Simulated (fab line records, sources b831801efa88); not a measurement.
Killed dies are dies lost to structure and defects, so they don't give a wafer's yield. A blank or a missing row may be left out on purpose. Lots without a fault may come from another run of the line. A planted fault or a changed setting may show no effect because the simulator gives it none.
Which tool did it? | flow gf180mcu | 15 lots, 45 wafers sampled, at 3 steps of a route of 602

WHAT THE GAUGES READ, wafer by wafer
GF_POLY_GATE_CD_MEAS_10: target cd 280 nm. Usual: cd_nm 279.8 nm, standard deviation 0.97.
lot  | measured     | on        | cd_nm (nm)        | flag
L529 | day 9 00:14  | cd_sem-02 | 280.9 280.8 279.8 |
L530 | day 9 07:45  | cd_sem-01 | 282.6 280.7 282.0 |
L531 | day 9 16:13  | cd_sem-02 | 278.4 279.1 279.3 |
L532 | day 9 22:42  | cd_sem-02 | 279.0 279.4 280.8 |
L533 | day 10 05:58 | cd_sem-02 | 281.1 280.8 280.3 |
L544 | day 14 00:39 | cd_sem-01 | 279.3 279.5 278.9 |
L545 | day 14 00:53 | cd_sem-02 | 279.0 280.3 280.6 |
L546 | day 14 14:11 | cd_sem-02 | 277.8 277.2 277.1 |
L547 | day 14 13:50 | cd_sem-01 | 278.9 279.7 279.2 |
L548 | day 14 20:29 | cd_sem-01 | 281.1 282.1 280.9 |
L550 | day 15 10:09 | cd_sem-02 | 279.9 279.2 279.5 |
L552 | day 16 02:09 | cd_sem-02 | 280.1 279.8 278.4 |

GF_POLY_GATE_CD_MEAS_18. Usual: cd_nm 278.6 nm, standard deviation 1.8.
lot  | measured     | on        | cd_nm (nm)        | flag
L529 | day 9 01:57  | cd_sem-02 | 282.1 280.8 277.9 |
L530 | day 9 10:31  | cd_sem-01 | 282.9 280.6 281.3 |
L531 | day 9 18:10  | cd_sem-01 | 279.4 281.5 280.6 |
L532 | day 10 00:28 | cd_sem-02 | 276.2 279.1 279.2 |
L533 | day 10 07:42 | cd_sem-01 | 279.3 280.3 278.4 |
L544 | day 14 03:05 | cd_sem-01 | 278.2 279.0 277.9 |
L545 | day 14 03:04 | cd_sem-02 | 279.2 279.7 279.6 |
L546 | day 14 16:53 | cd_sem-02 | 277.2 276.6 277.2 |
L547 | day 14 16:53 | cd_sem-01 | 278.1 281.2 277.7 |
L548 | day 14 22:14 | cd_sem-02 | 280.8 277.2 277.9 |
L550 | day 15 11:53 | cd_sem-02 | 276.0 281.0 279.4 |
L552 | day 16 03:55 | cd_sem-02 | 278.2 276.1 276.4 |

WHICH TOOL RAN EACH LOT (tool, then ch and the chambers of the sampled wafers, then the start)
lot  | GF_STI_STRIP_15
L529 | plasma_asher-01 ch 0,1, day 2 01:59
L530 | plasma_asher-01 ch 0,1, day 2 06:58
L531 | plasma_asher-01 ch 0,1, day 2 11:28
L532 | plasma_asher-03 ch 0,1, day 2 16:30
L533 | plasma_asher-04 ch 0,1, day 2 22:16
L536 | plasma_asher-03 ch 0,1, day 3 12:46
L537 | plasma_asher-01 ch 0,1, day 3 18:22
L538 | plasma_asher-01 ch 0,1, day 3 23:28
L544 | plasma_asher-01 ch 0,1, day 5 12:22
L545 | plasma_asher-03 ch 0,1, day 5 12:43
L546 | plasma_asher-04 ch 0,1, day 5 19:49
L547 | plasma_asher-03 ch 0,1, day 5 22:12
L548 | plasma_asher-01 ch 0,1, day 6 02:57
L550 | plasma_asher-04 ch 0,1, day 6 14:40
L552 | plasma_asher-03 ch 0,1, day 7 00:24
- GF_STI_STRIP_15: strips in O2/N2.

WHAT THE TOOLS THEMSELVES READ (means of the sampled wafers that have a number; where no wafer has one, the mark that the record gives instead)
GF_STI_STRIP_15. Usual: chamber_pressure_mTorr 1500.0 mTorr, standard deviation 1.4; drypump_motor_current_A 6.2 A, standard deviation 0.4; heater_power_w 330 W, standard deviation 35; oes_product_au 0.381 a.u., standard deviation 0.0052; strip_time_to_endpoint_s 3.67 s, standard deviation 0.059.
lot  | tool            | chamber_pressure_mTorr (mTorr) | drypump_motor_current_A (A) | heater_power_w (W) | oes_product_au (a.u.) | strip_time_to_endpoint_s (s) | flag
L529 | plasma_asher-01 | 1500.7                         | 6.4                         | 351                | 0.379                 | 3.62                         |
L530 | plasma_asher-01 | 1498.5                         | 6.4                         | 350                | 0.379                 | 3.66                         |
L531 | plasma_asher-01 | 1499.8                         | 6.5                         | 332                | 0.382                 | 3.69                         |
L532 | plasma_asher-03 | 1500.2                         | 5.9                         | 338                | 0.385                 | 3.71                         |
L533 | plasma_asher-04 | 1500.8                         | 6.0                         | 289                | 0.380                 | 3.64                         |
L536 | plasma_asher-03 | -                              | -                           | -                  | -                     | -                            | OFF
L537 | plasma_asher-01 | -                              | -                           | -                  | -                     | -                            | OFF
L538 | plasma_asher-01 | -                              | -                           | -                  | -                     | -                            | OFF
L544 | plasma_asher-01 | 1500.6                         | 6.5                         | 331                | 0.378                 | 3.64                         |
L545 | plasma_asher-03 | 1499.7                         | 5.9                         | 336                | 0.379                 | 3.62                         |
L546 | plasma_asher-04 | 1499.2                         | 6.0                         | 294                | 0.384                 | 3.72                         |
L547 | plasma_asher-03 | 1500.4                         | 6.3                         | 357                | 0.380                 | 3.63                         |
L548 | plasma_asher-01 | 1499.6                         | 6.4                         | 348                | 0.382                 | 3.73                         |
L550 | plasma_asher-04 | 1499.1                         | 6.0                         | 295                | 0.381                 | 3.70                         |
L552 | plasma_asher-03 | 1499.7                         | 5.9                         | 328                | 0.383                 | 3.67                         |

THE ANSWER, worked out from the rows above alone
Rule: a lot is off if the mean of its wafers that have a number lies more than 3 standard deviations from the usual mean. A lot without any number at a reading at which 4 lots or more have one is off too. The other lots that the step has rows for count as sound. The gauges are gone through in route order, then the tools' own readings, and for those a lot's mean is taken as printed above. The first step at which some lot is off is used, and at that step the reading that is off furthest; a lot without a number counts as furthest.
Off: L536, L537, L538, at GF_STI_STRIP_15 (chamber_pressure_mTorr). Without a number there: L536, L537, L538.
A tool fits if, at that step or a process step before it, it ran every lot that is off, and no sound lot after the first of them. None of those tried fits.

WHAT THE SIMULATOR HAD PUT IN
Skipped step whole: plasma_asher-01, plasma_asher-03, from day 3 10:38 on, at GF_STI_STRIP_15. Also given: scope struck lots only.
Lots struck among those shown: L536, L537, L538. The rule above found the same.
